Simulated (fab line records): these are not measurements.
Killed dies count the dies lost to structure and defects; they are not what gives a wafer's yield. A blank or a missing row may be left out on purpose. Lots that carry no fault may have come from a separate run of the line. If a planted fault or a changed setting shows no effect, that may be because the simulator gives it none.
The tool behind it: which one? :: flow sfq-line :: 41 wafers from 14 lots sampled at 2 of the route's 325 steps

WHAT THE GAUGES SHOWED, per wafer
SFQ_M6_RS_MEAS_938: measurement is done with a four-point probe. Usual: M6_NB_RS typically reads 0.889 ohm/sq, with standard deviation 0.011.
lot: L154
measured: day 64 04:23
on: film-metro-02
M6_NB_RS (ohm/sq): 0.879 0.882 0.875
flag: 

lot: L155
measured: day 64 06:47
on: film-metro-02
M6_NB_RS (ohm/sq): 0.907 0.889 0.902
flag: 

lot: L161
measured: day 65 10:59
on: film-metro-02
M6_NB_RS (ohm/sq): 0.893 0.892 0.896
flag: 

lot: L162
measured: day 65 12:14
on: film-metro-02
M6_NB_RS (ohm/sq): 0.890 0.885 0.904
flag: 

lot: L163
measured: day 66 23:04
on: film-metro-01
M6_NB_RS (ohm/sq): 0.875 0.884 0.892
flag: 

lot: L164
measured: day 67 01:25
on: film-metro-01
M6_NB_RS (ohm/sq): 0.873 0.896 0.880
flag: 

lot: L165
measured: day 67 02:35
on: film-metro-03
M6_NB_RS (ohm/sq): 0.893 0.908 0.884
flag: 

lot: L166
measured: day 68 01:12
on: film-metro-01
M6_NB_RS (ohm/sq): 0.877 0.879 0.895
flag: 

lot: L167
measured: day 68 22:49
on: film-metro-01
M6_NB_RS (ohm/sq): 0.892 0.880 0.876
flag: 

lot: L171
measured: day 69 10:38
on: film-metro-03
M6_NB_RS (ohm/sq): 0.880 0.890 0.907
flag: 

lot: L172
measured: day 69 13:00
on: film-metro-02
M6_NB_RS (ohm/sq): 0.882 0.891 0.911
flag: 

lot: L173
measured: day 70 01:11
on: film-metro-02
M6_NB_RS (ohm/sq): 0.565 0.562
flag: OFF

lot: L174
measured: day 70 04:46
on: film-metro-02
M6_NB_RS (ohm/sq): 0.569 0.558 0.557
flag: OFF

lot: L175
measured: day 70 08:20
on: film-metro-01
M6_NB_RS (ohm/sq): 0.910 0.892 0.896
flag: 

TOOL THAT RAN EACH LOT (tool first, then ch and the chambers of the sampled wafers, then the start)
lot: L154
SFQ_TRILAYER_M6_DEP_SPUTTER_157: pvd-sputter-06, day 64 04:18

lot: L155
SFQ_TRILAYER_M6_DEP_SPUTTER_157: pvd-sputter-05, day 64 06:42

lot: L161
SFQ_TRILAYER_M6_DEP_SPUTTER_157: pvd-sputter-04, day 65 10:54

lot: L162
SFQ_TRILAYER_M6_DEP_SPUTTER_157: pvd-sputter-05, day 65 12:06

lot: L163
SFQ_TRILAYER_M6_DEP_SPUTTER_157: pvd-sputter-05, day 66 22:55

lot: L164
SFQ_TRILAYER_M6_DEP_SPUTTER_157: pvd-sputter-05, day 67 01:19

lot: L165
SFQ_TRILAYER_M6_DEP_SPUTTER_157: pvd-sputter-04, day 67 02:30

lot: L166
SFQ_TRILAYER_M6_DEP_SPUTTER_157: pvd-sputter-05, day 68 01:07

lot: L167
SFQ_TRILAYER_M6_DEP_SPUTTER_157: pvd-sputter-05, day 68 22:44

lot: L171
SFQ_TRILAYER_M6_DEP_SPUTTER_157: pvd-sputter-05, day 69 10:31

lot: L172
SFQ_TRILAYER_M6_DEP_SPUTTER_157: pvd-sputter-06, day 69 12:55

lot: L173
SFQ_TRILAYER_M6_DEP_SPUTTER_157: pvd-sputter-06, day 70 01:03

lot: L174
SFQ_TRILAYER_M6_DEP_SPUTTER_157: pvd-sputter-06, day 70 04:39

lot: L175
SFQ_TRILAYER_M6_DEP_SPUTTER_157: pvd-sputter-04, day 70 08:15
- SFQ_TRILAYER_M6_DEP_SPUTTER_157: material Nb, target thk 200 nm, time 133.3 s.

AS READ BY THE TOOLS THEMSELVES (means over the sampled wafers that have a number; for cases with no such wafer, the mark the record gives instead)
SFQ_TRILAYER_M6_DEP_SPUTTER_157. Usual: throttle-valve-pct 30.5 %, standard deviation 1.1.
lot: L154
tool: pvd-sputter-06
throttle-valve-pct (%): 29.5
flag: 

lot: L155
tool: pvd-sputter-05
throttle-valve-pct (%): 30.9
flag: 

lot: L161
tool: pvd-sputter-04
throttle-valve-pct (%): 31.2
flag: 

lot: L162
tool: pvd-sputter-05
throttle-valve-pct (%): 30.6
flag: 

lot: L163
tool: pvd-sputter-05
throttle-valve-pct (%): 31.2
flag: 

lot: L164
tool: pvd-sputter-05
throttle-valve-pct (%): 30.7
flag: 

lot: L165
tool: pvd-sputter-04
throttle-valve-pct (%): 30.8
flag: 

lot: L166
tool: pvd-sputter-05
throttle-valve-pct (%): 30.8
flag: 

lot: L167
tool: pvd-sputter-05
throttle-valve-pct (%): 30.6
flag: 

lot: L171
tool: pvd-sputter-05
throttle-valve-pct (%): 31.2
flag: 

lot: L172
tool: pvd-sputter-06
throttle-valve-pct (%): 29.1
flag: 

lot: L173
tool: pvd-sputter-06
throttle-valve-pct (%): 28.7
flag: 

lot: L174
tool: pvd-sputter-06
throttle-valve-pct (%): 28.3
flag: 

lot: L175
tool: pvd-sputter-04
throttle-valve-pct (%): 30.8
flag: 

THE ANSWER, worked out from the rows above alone
Rule: lot off if the mean of its wafers having a number is beyond 3 standard deviations from the usual mean. A lot without any number at a reading at which 4 lots or more have one is off too. Where the step has rows for the other lots, those lots are counted as sound. First the gauges in route order, then the tools' own readings, where a lot's mean is used as printed above. At the first step where some lot is off, the reading lying furthest off is the one used; lots without a number count as furthest.
Off: at SFQ_M6_RS_MEAS_938 (M6_NB_RS), L173, L174.
A tool fits if, at a process step before that reading, it ran every lot that is off, and no sound lot after the first of them. The gauges at SFQ_M6_RS_MEAS_938 are tried like those tools. Undecided on this evidence; 2 tools fit (pvd-sputter-06 at SFQ_TRILAYER_M6_DEP_SPUTTER_157, film-metro-02 at SFQ_M6_RS_MEAS_938).

WHAT THE SIMULATOR PUT IN
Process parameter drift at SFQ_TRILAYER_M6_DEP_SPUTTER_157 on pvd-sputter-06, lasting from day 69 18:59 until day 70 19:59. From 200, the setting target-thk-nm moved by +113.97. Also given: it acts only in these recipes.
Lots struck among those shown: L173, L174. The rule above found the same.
